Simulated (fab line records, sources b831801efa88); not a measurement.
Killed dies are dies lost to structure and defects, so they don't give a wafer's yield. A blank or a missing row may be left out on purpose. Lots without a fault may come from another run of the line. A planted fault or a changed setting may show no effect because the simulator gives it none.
Which tool did it? | flow sfq_line | 15 lots, 42 wafers sampled, at 5 steps of a route of 325

WHAT THE GAUGES READ, wafer by wafer
SFQ_M8_OVL_MEAS_948. Usual: M8_OVL 2 nm, standard deviation 5.
lot  | measured     | on         | M8_OVL (nm) | flag
L943 | day 79 03:54 | overlay-02 | 10 5 9      |
L945 | day 79 13:37 | overlay-01 | 8 0 2       |
L946 | day 79 19:37 | overlay-02 | 4 1 0       |
L947 | day 80 00:26 | overlay-02 | -1 -2 6     |
L948 | day 80 17:14 | overlay-02 | 10 6 8      |
L949 | day 81 05:22 | overlay-02 | 7 14 10     |
L950 | day 82 17:14 | overlay-01 | 5 12 13     |
L951 | day 83 01:45 | overlay-02 | 0 3 9       |
L955 | day 90 14:17 | overlay-02 | 7 -3        |
L960 | day 91 17:45 | overlay-02 | 14 5        |
L961 | day 91 18:57 | overlay-02 | -1 -1       |
L962 | day 94 19:43 | overlay-02 | 5 3 0       |
L963 | day 95 00:31 | overlay-02 | 4 -5 7      |
L965 | day 95 08:55 | overlay-02 | -6 4 -4     |
L966 | day 95 13:50 | overlay-02 | 9 2 3       |

WHICH TOOL RAN EACH LOT (tool, then ch and the chambers of the sampled wafers, then the start)
lot  | SFQ_TRILAYER_JJ_CE_LITHO_PEB_117  | SFQ_TRILAYER_JJ_CE_METRO_MEASURE_117 | SFQ_TRILAYER_R5_STRIP_STRIP_140   | SFQ_TRILAYER_I7_DEP_PECVD_183
L943 | litho_track-02 ch 0, day 59 19:35 | cd_sem-01, day 59 19:56              | rie_metal-02 ch 0,1, day 65 00:13 | pecvd-01 ch 0,1, day 75 01:39
L945 | litho_track-04 ch 0, day 65 00:58 | cd_sem-01, day 65 01:18              | rie_metal-02 ch 0, day 66 08:26   | pecvd-01 ch 1,2, day 75 06:27
L946 | litho_track-02 ch 0, day 65 06:58 | cd_sem-01, day 65 07:18              | rie_metal-04 ch 0,1, day 70 08:03 | pecvd-04 ch 0,2, day 75 12:12
L947 | litho_track-01 ch 0, day 65 11:53 | cd_sem-01, day 65 12:14              | rie_metal-03 ch 0,1, day 70 12:35 | pecvd-03 ch 1,2, day 75 15:58
L948 | litho_track-01 ch 0, day 66 01:10 | cd_sem-02, day 66 02:02              | rie_metal-04 ch 0,1, day 71 05:20 | pecvd-04 ch 0,1,2, day 76 07:36
L949 | litho_track-01 ch 0, day 66 09:37 | cd_sem-01, day 66 09:57              | rie_metal-03 ch 0,1, day 71 14:08 | pecvd-01 ch 1,2, day 76 19:08
L950 | litho_track-02 ch 0, day 68 13:31 | cd_sem-02, day 68 14:12              | rie_metal-02 ch 0,1, day 73 09:08 | pecvd-03 ch 1,2, day 78 07:11
L951 | litho_track-01 ch 0, day 68 15:53 | cd_sem-01, day 68 16:24              | rie_metal-03 ch 0,1, day 73 13:44 | pecvd-04 ch 0,2, day 78 15:11
L955 | litho_track-04 ch 0, day 69 14:19 | cd_sem-01, day 69 14:39              | rie_metal-03 ch 1, day 74 18:49   | pecvd-03 ch 2, day 86 11:16
L960 | litho_track-04 ch 0, day 71 05:38 | cd_sem-02, day 71 05:58              | rie_metal-04 ch 0,1, day 75 21:53 | pecvd-03 ch 0,1, day 87 13:04
L961 | litho_track-04 ch 0, day 71 08:03 | cd_sem-01, day 71 08:34              | rie_metal-04 ch 0,1, day 76 00:53 | pecvd-04 ch 0,2, day 87 15:28
L962 | litho_track-01 ch 0, day 71 09:26 | cd_sem-02, day 71 09:46              | rie_metal-02 ch 0,1, day 76 02:05 | pecvd-03 ch 0,2, day 87 17:52
L963 | litho_track-02 ch 0, day 71 12:53 | cd_sem-01, day 71 13:34              | rie_metal-04 ch 0,1, day 76 04:05 | pecvd-04 ch 0,1,2, day 87 22:43
L965 | litho_track-01 ch 0, day 71 21:14 | cd_sem-01, day 71 21:34              | rie_metal-02 ch 0,1, day 76 13:30 | pecvd-04 ch 0,1,2, day 88 08:11
L966 | litho_track-01 ch 0, day 71 22:27 | cd_sem-02, day 71 22:58              | rie_metal-04 ch 0,1, day 76 17:06 | pecvd-03 ch 0,1,2, day 88 15:23
- SFQ_TRILAYER_JJ_CE_LITHO_PEB_117: peb time 60 s.
- SFQ_TRILAYER_JJ_CE_METRO_MEASURE_117
- SFQ_TRILAYER_R5_STRIP_STRIP_140: strips in O2.
- SFQ_TRILAYER_I7_DEP_PECVD_183: deposits SiO2 from SiH4/N2O, time 111.11 s, target thk 500 nm.

WHAT THE TOOLS THEMSELVES READ (means of the sampled wafers that have a number; where no wafer has one, the mark that the record gives instead)
SFQ_TRILAYER_JJ_CE_LITHO_PEB_117. Usual: heater_power_total_W 79.15 W, standard deviation 0.068.
lot  | tool           | heater_power_total_W (W) | flag
L943 | litho_track-02 | 79.22                    |
L945 | litho_track-04 | 79.05                    |
L946 | litho_track-02 | 79.20                    |
L947 | litho_track-01 | 79.20                    |
L948 | litho_track-01 | 79.21                    |
L949 | litho_track-01 | 79.14                    |
L950 | litho_track-02 | 79.09                    |
L951 | litho_track-01 | 79.19                    |
L955 | litho_track-04 | 79.80                    | OFF
L960 | litho_track-04 | 79.78                    | OFF
L961 | litho_track-04 | 80.56                    | OFF
L962 | litho_track-01 | 79.20                    |
L963 | litho_track-02 | 79.20                    |
L965 | litho_track-01 | 79.22                    |
L966 | litho_track-01 | 79.15                    |

SFQ_TRILAYER_JJ_CE_METRO_MEASURE_117. Usual: cd_nm 700.1 nm, standard deviation 1.2.
lot  | tool      | cd_nm (nm) | flag
L943 | cd_sem-01 | 699.5      |
L945 | cd_sem-01 | 698.9      |
L946 | cd_sem-01 | 701.3      |
L947 | cd_sem-01 | 698.6      |
L948 | cd_sem-02 | 701.9      |
L949 | cd_sem-01 | 700.5      |
L950 | cd_sem-02 | 699.3      |
L951 | cd_sem-01 | 699.0      |
L955 | cd_sem-01 | 706.3      | OFF
L960 | cd_sem-02 | 702.4      |
L961 | cd_sem-01 | 708.9      | OFF
L962 | cd_sem-02 | 700.5      |
L963 | cd_sem-01 | 699.7      |
L965 | cd_sem-01 | 699.7      |
L966 | cd_sem-02 | 701.2      |

SFQ_TRILAYER_R5_STRIP_STRIP_140. Usual: chamber_pressure_mTorr 50.00 mTorr, standard deviation 0.05; drypump_motor_current_A 5.6 A, standard deviation 0.47; oes_product_au 1.003 a.u., standard deviation 0.0067.
lot  | tool         | chamber_pressure_mTorr (mTorr) | drypump_motor_current_A (A) | oes_product_au (a.u.) | flag
L943 | rie_metal-02 | 50.02                          | 5.7                         | 1.008                 |
L945 | rie_metal-02 | 50.00                          | 5.3                         | 1.007                 |
L946 | rie_metal-04 | 50.02                          | 5.2                         | 1.005                 |
L947 | rie_metal-03 | 50.04                          | 5.7                         | 1.005                 |
L948 | rie_metal-04 | 49.99                          | 5.2                         | 0.998                 |
L949 | rie_metal-03 | 50.02                          | 5.6                         | 1.006                 |
L950 | rie_metal-02 | 49.98                          | 5.7                         | 1.002                 |
L951 | rie_metal-03 | 49.99                          | 5.7                         | 1.018                 |
L955 | rie_metal-03 | 50.06                          | 5.8                         | 1.006                 |
L960 | rie_metal-04 | 50.02                          | 5.2                         | 1.000                 |
L961 | rie_metal-04 | 49.95                          | 5.2                         | 0.998                 |
L962 | rie_metal-02 | 50.00                          | 5.7                         | 1.002                 |
L963 | rie_metal-04 | 49.99                          | 5.3                         | 1.002                 |
L965 | rie_metal-02 | 49.99                          | 6.1                         | 1.002                 |
L966 | rie_metal-04 | 50.00                          | 5.2                         | 0.994                 |

SFQ_TRILAYER_I7_DEP_PECVD_183. Usual: heater_power_w 93 W, standard deviation 12; throttle_valve_pct 24.8 %, standard deviation 1.4.
lot  | tool     | heater_power_w (W) | throttle_valve_pct (%) | flag
L943 | pecvd-01 | 96                 | 23.6                   |
L945 | pecvd-01 | 98                 | 23.2                   |
L946 | pecvd-04 | 100                | 24.0                   |
L947 | pecvd-03 | 81                 | 23.9                   |
L948 | pecvd-04 | 100                | 24.7                   |
L949 | pecvd-01 | 99                 | 23.3                   |
L950 | pecvd-03 | 81                 | 23.8                   |
L951 | pecvd-04 | 101                | 24.3                   |
L955 | pecvd-03 | 72                 | 23.6                   |
L960 | pecvd-03 | 98                 | 26.6                   |
L961 | pecvd-04 | 106                | 24.6                   |
L962 | pecvd-03 | 81                 | 25.4                   |
L963 | pecvd-04 | 95                 | 25.2                   |
L965 | pecvd-04 | 95                 | 25.0                   |
L966 | pecvd-03 | 87                 | 25.6                   |

THE ANSWER, worked out from the rows above alone
Rule: a lot is off if the mean of its wafers that have a number lies more than 3 standard deviations from the usual mean. A lot without any number at a reading at which 4 lots or more have one is off too. The other lots that the step has rows for count as sound. The gauges are gone through in route order, then the tools' own readings, and for those a lot's mean is taken as printed above. The first step at which some lot is off is used, and at that step the reading that is off furthest; a lot without a number counts as furthest.
Off: L955, L960, L961, at SFQ_TRILAYER_JJ_CE_LITHO_PEB_117 (heater_power_total_W).
A tool fits if, at that step or a process step before it, it ran every lot that is off, and no sound lot after the first of them. One fits: litho_track-04 at SFQ_TRILAYER_JJ_CE_LITHO_PEB_117. Its last sound lot is L945 (day 65 00:58), its first lot that is off L955 (day 69 14:19): a fault that began between those two fits.
The tool's own readings at SFQ_TRILAYER_JJ_CE_LITHO_PEB_117 bear it out: on the lots that are off they differ by more than 5 times the standard deviation of the sound lots' means. heater_power_total_W reads 80.05 W there against 79.17 W on the sound lots.

WHAT THE SIMULATOR HAD PUT IN
Process parameter drift: litho_track-04, from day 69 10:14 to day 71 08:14, at SFQ_TRILAYER_JJ_CE_LITHO_PEB_117. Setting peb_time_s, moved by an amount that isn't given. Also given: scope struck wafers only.
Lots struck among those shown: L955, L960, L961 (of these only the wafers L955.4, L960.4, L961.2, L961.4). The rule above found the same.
